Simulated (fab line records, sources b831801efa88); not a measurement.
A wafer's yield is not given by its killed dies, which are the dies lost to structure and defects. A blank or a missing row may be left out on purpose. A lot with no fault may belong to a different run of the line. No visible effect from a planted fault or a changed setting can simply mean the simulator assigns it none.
Which tool did it? / flow sky130 / 12 lots, 36 wafers sampled, at 5 steps of a route of 708

== WHAT EACH GAUGE READ, for each wafer ==
SKY_NWELL_TW_MEAS_26.
lot=L520; measured=day 5 10:07; on=film-metro-02; NWELL_2_TW=499 498 497
lot=L521; measured=day 5 17:06; on=film-metro-04; NWELL_2_TW=492 489 489
lot=L522; measured=day 5 20:59; on=film-metro-04; NWELL_2_TW=490 491 489
lot=L524; measured=day 6 04:48; on=film-metro-04; NWELL_2_TW=491 490 490
lot=L525; measured=day 6 15:00; on=film-metro-03; NWELL_2_TW=503 503 501
lot=L527; measured=day 6 22:37; on=film-metro-03; NWELL_2_TW=503 502 501
lot=L528; measured=day 7 08:11; on=film-metro-04; NWELL_2_TW=488 486 486
lot=L529; measured=day 7 15:26; on=film-metro-02; NWELL_2_TW=496 498 496
lot=L530; measured=day 7 20:13; on=film-metro-02; NWELL_2_TW=498 496 499
lot=L531; measured=day 8 04:07; on=film-metro-02; NWELL_2_TW=495 492 494
lot=L532; measured=day 8 08:34; on=film-metro-03; NWELL_2_TW=502 499 503
lot=L538; measured=day 9 15:35; on=film-metro-03; NWELL_2_TW=505 502 498

SKY_VT_ADJUST_NCORE_OVL_MEAS_08.
lot=L520; measured=day 8 15:41; on=overlay-01; VT_ADJUST_NCORE_OVL (nm)=-2.4 -1.4 -0.5
lot=L521; measured=day 9 00:02; on=overlay-01; VT_ADJUST_NCORE_OVL (nm)=-1.3 -2.5 1.0
lot=L522; measured=day 9 03:56; on=overlay-01; VT_ADJUST_NCORE_OVL (nm)=0.0 2.4 -0.6
lot=L524; measured=day 9 12:20; on=overlay-02; VT_ADJUST_NCORE_OVL (nm)=-1.0 -0.4 -0.5
lot=L525; measured=day 10 00:27; on=overlay-02; VT_ADJUST_NCORE_OVL (nm)=1.9 1.6 -0.9
lot=L527; measured=day 10 10:44; on=overlay-01; VT_ADJUST_NCORE_OVL (nm)=0.4 -1.1 1.2
lot=L528; measured=day 10 21:23; on=overlay-01; VT_ADJUST_NCORE_OVL (nm)=2.5 0.4 -0.6
lot=L529; measured=day 11 05:42; on=overlay-02; VT_ADJUST_NCORE_OVL (nm)=236.1 236.5 236.1
lot=L530; measured=day 11 10:29; on=overlay-02; VT_ADJUST_NCORE_OVL (nm)=237.5 235.4 235.1
lot=L531; measured=day 11 19:56; on=overlay-01; VT_ADJUST_NCORE_OVL (nm)=237.1 234.8 237.6
lot=L532; measured=day 11 23:08; on=overlay-02; VT_ADJUST_NCORE_OVL (nm)=235.4 232.5 233.9
lot=L538; measured=day 13 15:10; on=overlay-02; VT_ADJUST_NCORE_OVL (nm)=-0.7 0.8 -0.8

== EACH LOT AND THE TOOL THAT RAN IT (in order: tool; ch and the chambers of the sampled wafers; start) ==
lot=L520; SKY_FIELD_ISO_ETCH_17=rie-si-01 ch 1,2,3, day 2 05:51; SKY_VT_ADJUST_LVTN_STRIP_09=plasma-asher-03 ch 0,1, day 6 23:27; SKY_VT_ADJUST_NCORE_EXPOSE_04=iline-stepper-02 ch 0, day 8 05:51
lot=L521; SKY_FIELD_ISO_ETCH_17=rie-si-01 ch 0,2,3, day 2 12:45; SKY_VT_ADJUST_LVTN_STRIP_09=plasma-asher-03 ch 0,1, day 7 07:24; SKY_VT_ADJUST_NCORE_EXPOSE_04=iline-stepper-01 ch 0, day 8 14:05
lot=L522; SKY_FIELD_ISO_ETCH_17=rie-si-02 ch 0,2,3, day 2 16:35; SKY_VT_ADJUST_LVTN_STRIP_09=plasma-asher-03 ch 0,1, day 7 11:54; SKY_VT_ADJUST_NCORE_EXPOSE_04=iline-stepper-01 ch 0, day 8 18:14
lot=L524; SKY_FIELD_ISO_ETCH_17=rie-si-01 ch 1,2, day 3 02:00; SKY_VT_ADJUST_LVTN_STRIP_09=plasma-asher-03 ch 0,1, day 7 20:12; SKY_VT_ADJUST_NCORE_EXPOSE_04=iline-stepper-01 ch 0, day 9 02:38
lot=L525; SKY_FIELD_ISO_ETCH_17=rie-si-02 ch 0,3, day 3 06:56; SKY_VT_ADJUST_LVTN_STRIP_09=plasma-asher-04 ch 0,1, day 8 07:06; SKY_VT_ADJUST_NCORE_EXPOSE_04=iline-stepper-02 ch 0, day 9 13:12
lot=L527; SKY_FIELD_ISO_ETCH_17=rie-si-01 ch 1,2,3, day 3 17:02; SKY_VT_ADJUST_LVTN_STRIP_09=plasma-asher-04 ch 1, day 8 16:30; SKY_VT_ADJUST_NCORE_EXPOSE_04=iline-stepper-01 ch 0, day 10 00:02
lot=L528; SKY_FIELD_ISO_ETCH_17=rie-si-01 ch 0,1,3, day 3 22:44; SKY_VT_ADJUST_LVTN_STRIP_09=plasma-asher-03 ch 0,1, day 9 01:21; SKY_VT_ADJUST_NCORE_EXPOSE_04=iline-stepper-02 ch 0, day 10 09:54
lot=L529; SKY_FIELD_ISO_ETCH_17=rie-si-01 ch 0,1,2, day 4 06:10; SKY_VT_ADJUST_LVTN_STRIP_09=plasma-asher-03 ch 0,1, day 9 08:12; SKY_VT_ADJUST_NCORE_EXPOSE_04=iline-stepper-01 ch 0, day 10 17:50
lot=L530; SKY_FIELD_ISO_ETCH_17=rie-si-01 ch 1,2,3, day 4 11:35; SKY_VT_ADJUST_LVTN_STRIP_09=plasma-asher-03 ch 0,1, day 9 12:46; SKY_VT_ADJUST_NCORE_EXPOSE_04=iline-stepper-01 ch 0, day 10 23:32
lot=L531; SKY_FIELD_ISO_ETCH_17=rie-si-02 ch 0,1,2, day 4 16:59; SKY_VT_ADJUST_LVTN_STRIP_09=plasma-asher-04 ch 0,1, day 9 22:48; SKY_VT_ADJUST_NCORE_EXPOSE_04=iline-stepper-01 ch 0, day 11 08:47
lot=L532; SKY_FIELD_ISO_ETCH_17=rie-si-01 ch 1,3, day 4 21:57; SKY_VT_ADJUST_LVTN_STRIP_09=plasma-asher-04 ch 0,1, day 10 01:55; SKY_VT_ADJUST_NCORE_EXPOSE_04=iline-stepper-01 ch 0, day 11 10:59
lot=L538; SKY_FIELD_ISO_ETCH_17=rie-si-02 ch 0,2,3, day 6 03:05; SKY_VT_ADJUST_LVTN_STRIP_09=plasma-asher-03 ch 0,1, day 11 14:04; SKY_VT_ADJUST_NCORE_EXPOSE_04=iline-stepper-02 ch 0, day 13 02:11
- SKY_FIELD_ISO_ETCH_17: etches Si in HBr/Cl2/O2, target depth 342 nm, time 97.7 s.
- SKY_VT_ADJUST_LVTN_STRIP_09: strips in O2/N2.
- SKY_VT_ADJUST_NCORE_EXPOSE_04: exposes mask LVTN COMPLEMENT THIN, target cd 380 nm.

== AS READ BY THE TOOLS THEMSELVES (means over the sampled wafers that have a number; for cases with no such wafer, the mark the record gives instead) ==
SKY_FIELD_ISO_ETCH_17.
lot=L520; tool=rie-si-01; drypump-motor-current-A (A)=5.8; oes-product-au (a.u.)=0.991; throttle-valve-pct (%)=25.658
lot=L521; tool=rie-si-01; drypump-motor-current-A (A)=5.5; oes-product-au (a.u.)=0.996; throttle-valve-pct (%)=25.670
lot=L522; tool=rie-si-02; drypump-motor-current-A (A)=6.1; oes-product-au (a.u.)=1.002; throttle-valve-pct (%)=25.652
lot=L524; tool=rie-si-01; drypump-motor-current-A (A)=5.9; oes-product-au (a.u.)=0.996; throttle-valve-pct (%)=25.667
lot=L525; tool=rie-si-02; drypump-motor-current-A (A)=5.9; oes-product-au (a.u.)=0.997; throttle-valve-pct (%)=25.661
lot=L527; tool=rie-si-01; drypump-motor-current-A (A)=5.8; oes-product-au (a.u.)=0.994; throttle-valve-pct (%)=25.656
lot=L528; tool=rie-si-01; drypump-motor-current-A (A)=5.4; oes-product-au (a.u.)=0.996; throttle-valve-pct (%)=25.654
lot=L529; tool=rie-si-01; drypump-motor-current-A (A)=5.5; oes-product-au (a.u.)=0.999; throttle-valve-pct (%)=25.656
lot=L530; tool=rie-si-01; drypump-motor-current-A (A)=5.8; oes-product-au (a.u.)=0.998; throttle-valve-pct (%)=25.656
lot=L531; tool=rie-si-02; drypump-motor-current-A (A)=6.2; oes-product-au (a.u.)=1.000; throttle-valve-pct (%)=25.667
lot=L532; tool=rie-si-01; drypump-motor-current-A (A)=5.6; oes-product-au (a.u.)=0.996; throttle-valve-pct (%)=25.657
lot=L538; tool=rie-si-02; drypump-motor-current-A (A)=6.1; oes-product-au (a.u.)=0.998; throttle-valve-pct (%)=25.651

SKY_VT_ADJUST_LVTN_STRIP_09.
lot=L520; tool=plasma-asher-03; drypump-motor-current-A (A)=5.6; oes-product-au (a.u.)=0.722; strip-time-to-endpoint-s (s)=36.87
lot=L521; tool=plasma-asher-03; drypump-motor-current-A (A)=5.9; oes-product-au (a.u.)=0.725; strip-time-to-endpoint-s (s)=36.86
lot=L522; tool=plasma-asher-03; drypump-motor-current-A (A)=5.6; oes-product-au (a.u.)=0.722; strip-time-to-endpoint-s (s)=36.81
lot=L524; tool=plasma-asher-03; drypump-motor-current-A (A)=5.9; oes-product-au (a.u.)=0.722; strip-time-to-endpoint-s (s)=36.88
lot=L525; tool=plasma-asher-04; drypump-motor-current-A (A)=5.8; oes-product-au (a.u.)=0.723; strip-time-to-endpoint-s (s)=36.74
lot=L527; tool=plasma-asher-04; drypump-motor-current-A (A)=5.7; oes-product-au (a.u.)=0.721; strip-time-to-endpoint-s (s)=36.71
lot=L528; tool=plasma-asher-03; drypump-motor-current-A (A)=5.6; oes-product-au (a.u.)=0.721; strip-time-to-endpoint-s (s)=36.73
lot=L529; tool=plasma-asher-03; drypump-motor-current-A (A)=5.6; oes-product-au (a.u.)=0.719; strip-time-to-endpoint-s (s)=37.10
lot=L530; tool=plasma-asher-03; drypump-motor-current-A (A)=5.6; oes-product-au (a.u.)=0.723; strip-time-to-endpoint-s (s)=36.98
lot=L531; tool=plasma-asher-04; drypump-motor-current-A (A)=5.8; oes-product-au (a.u.)=0.725; strip-time-to-endpoint-s (s)=36.90
lot=L532; tool=plasma-asher-04; drypump-motor-current-A (A)=5.8; oes-product-au (a.u.)=0.723; strip-time-to-endpoint-s (s)=36.89
lot=L538; tool=plasma-asher-03; drypump-motor-current-A (A)=5.9; oes-product-au (a.u.)=0.723; strip-time-to-endpoint-s (s)=36.85

== THE ANSWER, worked out from the rows above alone ==
Rule: usual is defined by the lots themselves. Put in order of their means at a reading, lots are off if they are a third of the lots or fewer, leave a main group of 4 or more, and stand apart from it by a gap of 3 or more times the standard deviation of the main group's means; of several such gaps the widest counts. A main group whose means are all the same, to the digits that the tables above print for the reading, isn't used. Also off: a lot with no number at a reading for which 4 or more lots have one. The other lots that the step has rows for count as sound. The gauges are gone through in route order, then the tools' own readings, and for those a lot's mean is taken as printed above. The first step at which some lot is off is used, and at that step the reading that is off furthest; a lot without a number counts as furthest.
Off: L529, L530, L531, L532, seen at SKY_VT_ADJUST_NCORE_OVL_MEAS_08 (VT_ADJUST_NCORE_OVL). Mean -0.1 nm and standard deviation 0.79 in the main group.
A tool fits if, at a process step before that reading, it ran every lot that is off, and no sound lot after the first of them. Gauges at SKY_VT_ADJUST_NCORE_OVL_MEAS_08: tried the same way as those tools. One candidate fits, namely iline-stepper-01 at SKY_VT_ADJUST_NCORE_EXPOSE_04. A fault onset in the window from L527 (day 10 00:02, its last sound lot) to L529 (day 10 17:50, its first lot off) fits.

== WHAT THE SIMULATOR PUT IN ==
Scanner matching overlay: iline-stepper-01, from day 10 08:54 on, at SKY_VT_ADJUST_NCORE_EXPOSE_04. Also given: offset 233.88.
Shown lots that were struck: L529, L530, L531, L532. Same finding as the rule above.
